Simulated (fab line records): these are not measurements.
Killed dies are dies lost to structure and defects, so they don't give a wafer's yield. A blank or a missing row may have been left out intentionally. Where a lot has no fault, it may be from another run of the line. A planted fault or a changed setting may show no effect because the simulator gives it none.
A struck lot beside a sound one	flow sky130	23 out of 708 route steps
Sound: these wafers, L862.1, L862.3, L862.6. Wafers L874.1, L874.4, L874.6 were the ones struck. Last of all comes the cause.
Order at every step that has rows: each side's tool, ch and its chambers, its first start. Under that, the readings that differ: sound wafers	struck wafers	difference of the means	sigmas: that difference in standard deviations of wafers without a fault.
alike: same words and numbers on both sides, and readings whose means sit less than 2 such deviations apart. not compared: any withheld reading, any reading some wafer has no value for, any bound like >300 that may hide the same value, and any number with overlapping values for which the record gives no deviation.
A row with sigmas, a row that says differs or no value, or rows on one side alone: a step with any of these is where the two part. Numbers that have no deviation but don't overlap get no sigmas and don't part them. A reading that every wafer of one side lacks parts them only if that side has two wafers or more.

first, 1 step without rows for these wafers: SKY_SONOS_ONO_DEVELOP_12 (develop time 60 s).
SKY_SONOS_ONO_CD_MEAS_13 targets a cd of 410 nm.
  sound on cd_sem-01 at day 13 14:34; struck on cd_sem-01 at day 18 02:58
  alike: cd_nm
SKY_SONOS_ONO_OVL_MEAS_14:
  sound on overlay-02 at day 13 14:41; struck on overlay-02 at day 18 03:05
  alike: SONOS_ONO_OVL
SKY_SONOS_ONO_ETCH_15: etches the open film in CHF3/O2, target depth 19.52 nm, time 7.8 s.
  sound on rie_diel-04 ch 2,3, day 13 14:44; struck on rie_diel-04 ch 0,1, day 18 03:07
  alike: drypump_motor_current_A, oes_product_au, throttle_valve_pct
  not compared: rf_hours_counter_h
then, 1 step without rows for these wafers: SKY_SONOS_ONO_WET_ETCH_16 (etches SiO2 in dHF, target depth 14 nm, time 280 s).
SKY_SONOS_ONO_STRIP_17: strips in O2/N2.
  sound on plasma_asher-04 ch 0,1, day 13 14:50; struck on plasma_asher-03 ch 0,1, day 18 03:14
reading	sound	struck	difference	sigmas
strip_time_to_endpoint_s (s)	14.14 14.09 14.14	14.02 14.03 14.05	-0.09	-2
  alike: drypump_motor_current_A, oes_product_au
  not compared: rf_hours_counter_h
then, 3 steps without rows for these wafers: SKY_SONOS_ONO_WET_ETCH_18 (etches Si3N4 in H3PO4, target depth 15 nm, time 172 s); SKY_GATE_OXIDE_CLEAN_00 (cleans in SC1/SC2, time 150 s); SKY_GATE_OXIDE_OXIDATION_01 (stabilise 600 s, purge 300 s, target thk 10.268 nm).
SKY_GATE_OXIDE_THK_MEAS_02:
  sound on film_metro-04 at day 13 18:04; struck on film_metro-03 at day 18 05:41
  alike: GATE_OXIDE_OXIDATION_00_THK
then, 2 steps without rows for these wafers: SKY_GATE_OXIDE_DEHYDRATE_03 (time 60 s); SKY_GATE_OXIDE_HMDS_04 (prime time 60 s).
SKY_GATE_OXIDE_COAT_05: resist thk 1140 nm.
  sound on litho_track-02 ch 0, day 14 07:04; struck on litho_track-02 ch 0, day 18 19:46
reading	sound	struck	difference	sigmas
model.NOVOLAK_of_GATE_OXIDE_COAT_05.thk_nm (nm)	1136 1138 1135	655.2 654.1 656	-481.2	
  alike: dispense_pressure_kPa
then, 3 steps without rows for these wafers: SKY_GATE_OXIDE_SOFTBAKE_06 (time 60 s); SKY_GATE_OXIDE_EXPOSE_07 (exposes mask LVOM, target cd 600 nm); SKY_GATE_OXIDE_PEB_08.
SKY_GATE_OXIDE_DEVELOP_09: develop time 60 s.
  sound on litho_track-01 ch 0, day 14 20:19; struck on litho_track-01 ch 0, day 19 11:19
reading	sound	struck	difference	sigmas
model.NOVOLAK_of_GATE_OXIDE_COAT_05.thk_nm (nm)	1135 1138 1135	654.8 653.7 655.6	-481.3	
SKY_GATE_OXIDE_OVL_MEAS_10:
  sound on overlay-01 at day 14 20:28; struck on overlay-02 at day 19 11:28
  alike: GATE_OXIDE_OVL
then, 2 steps without rows for these wafers: SKY_GATE_OXIDE_IMPLANT_11; SKY_GATE_OXIDE_WET_ETCH_12 (etches SiO2 in dHF, target depth 16.8 nm, time 336 s).
SKY_GATE_OXIDE_STRIP_13: strips in O2/N2.
  sound on plasma_asher-03 ch 0,1, day 14 20:46; struck on plasma_asher-03 ch 0,1, day 19 11:46
reading	sound	struck	difference	sigmas
oes_product_au (a.u.)	0.722 0.717 0.712	0.594 0.598 0.584	-0.125	-26
strip_time_to_endpoint_s (s)	14.13 14.15 14.12	8.57 8.56 8.58	-5.56	-99 or more
  alike: drypump_motor_current_A
  not compared: rf_hours_counter_h
SKY_GATE_OXIDE_TW_MEAS_14:
  sound on film_metro-03 at day 14 20:52; struck on film_metro-04 at day 19 11:52
  alike: GATE_OXIDE_TW
-- here the record skips 30 days between the struck wafers' starts before and after, leaving off in module GATE_OXIDE and picking up in module PAD_OPEN (first step shown: number 708 of the route) --
SKY_PAD_OPEN_PROBE_99:
  sound on prober-02 at day 46 16:29; struck on prober-01 at day 49 16:10
  alike: killed_at_M0_to_M3, killed_at_M4_up, killed_at_contacts, killed_at_front_end, killed_at_other, killed_dies, killed_open, killed_short

== WHERE THEY PART ==
Last at SKY_GATE_OXIDE_STRIP_13 as far as this record goes, first at SKY_SONOS_ONO_STRIP_17. Later steps at which nothing parts them and some readings are alike: SKY_GATE_OXIDE_TW_MEAS_14, SKY_PAD_OPEN_PROBE_99.

WHY: what had been put in by the simulator
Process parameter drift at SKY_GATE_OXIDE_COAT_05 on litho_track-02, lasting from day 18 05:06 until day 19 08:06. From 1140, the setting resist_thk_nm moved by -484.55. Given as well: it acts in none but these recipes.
